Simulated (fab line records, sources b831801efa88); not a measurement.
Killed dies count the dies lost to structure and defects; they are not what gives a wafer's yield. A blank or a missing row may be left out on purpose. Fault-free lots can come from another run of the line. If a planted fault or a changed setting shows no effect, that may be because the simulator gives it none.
One fault seen from 2 desks    flow sky130    each desk holds nothing but its own numbers, with what lay behind them at the end

== FOR THE TOOL OWNER'S DESK: implanter-01 ==
SKY_NWELL_IMPLANT_13, tool's own readings: per-lot mean of the sampled wafers with a number, covering each lot this tool ran. The brackets show how far a lot's mean lies from the usual mean; more than 4 standard deviations puts the lot out of limits, marked OUT.
Columns: A = beamEnergyKeV at SKY_NWELL_IMPLANT_13, usual 50.002; B = doseIonsCm2 at SKY_NWELL_IMPLANT_13, usual 6.998e+11; C = faradayCurrentUA at SKY_NWELL_IMPLANT_13, usual 3.95
lot   first seen here  A       B                            C
L513  day 6 10:28      49.985  6.999e+11                    4.00
L515  day 6 17:58      50.018  7.003e+11                    3.91
L523  day 8 19:22      49.990  5.030e+11 (-99 or more) OUT  2.80 (-16) OUT
L524  day 9 11:53      50.013  5.038e+11 (-99 or more) OUT  2.82 (-16) OUT
This desk finds L523, L524 out of limits, L523 being first, at day 8 19:22 (doseIonsCm2 at SKY_NWELL_IMPLANT_13). L513, L515: within limits.

== METROLOGY DESK ==
Lot by lot, what the gauges showed, no matter which tool ran the lot: averages of those sampled wafers that carry a number. The brackets show how far a lot's mean lies from the usual mean; more than 4 standard deviations puts the lot out of limits, marked OUT.
Columns: A = NWELL_RS at SKY_NWELL_RS_MEAS_29, usual 624.5 ohm/sq; B = cdNm at SKY_SONOS_ONO_CD_MEAS_13, usual 410.8 nm
lot   first seen here  A                 B
L506  day 5 06:38      624.9             409.3
L509  day 5 23:55      625.2             411.2
L510  day 6 08:11      622.5             409.5
L512  day 7 04:29      624.2             409.1
L513  day 7 06:04      625.5             411.1
L515  day 7 12:58      623.6             413.3
L523  day 9 17:14      631.8 (+5.2) OUT  408.2
L524  day 10 10:51     632.6 (+5.8) OUT  410.4
L525  day 10 15:13     626.2             408.4
L526  day 10 15:45     625.5             413.5
L527  day 10 18:51     624.5             407.8
L529  day 11 09:22     622.2             413.4
This desk's finding: out of limits on L523, L524; first on L523, day 9 17:14 (NWELL_RS at SKY_NWELL_RS_MEAS_29). L506, L509, L510, L512, L513, L515, L525, L526, L527, L529: within limits.

== ALL TOGETHER ==
The tool owner's desk could have raised an alarm at day 8 19:22, on L523, L524.
L523, L524 would have let the metrology desk raise an alarm at day 9 17:14.
Every lot named ran SKY_NWELL_IMPLANT_13 on implanter-01.

== WHAT THE SIMULATOR HAD INSERTED ==
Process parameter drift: implanter-01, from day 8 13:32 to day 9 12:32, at SKY_NWELL_IMPLANT_13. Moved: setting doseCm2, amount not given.
Lots struck among those shown: L523, L524.
Delay (hours) between the fault's onset and each desk's first out-of-limits reading: 6 at the tool owner's desk, 28 at the metrology desk.
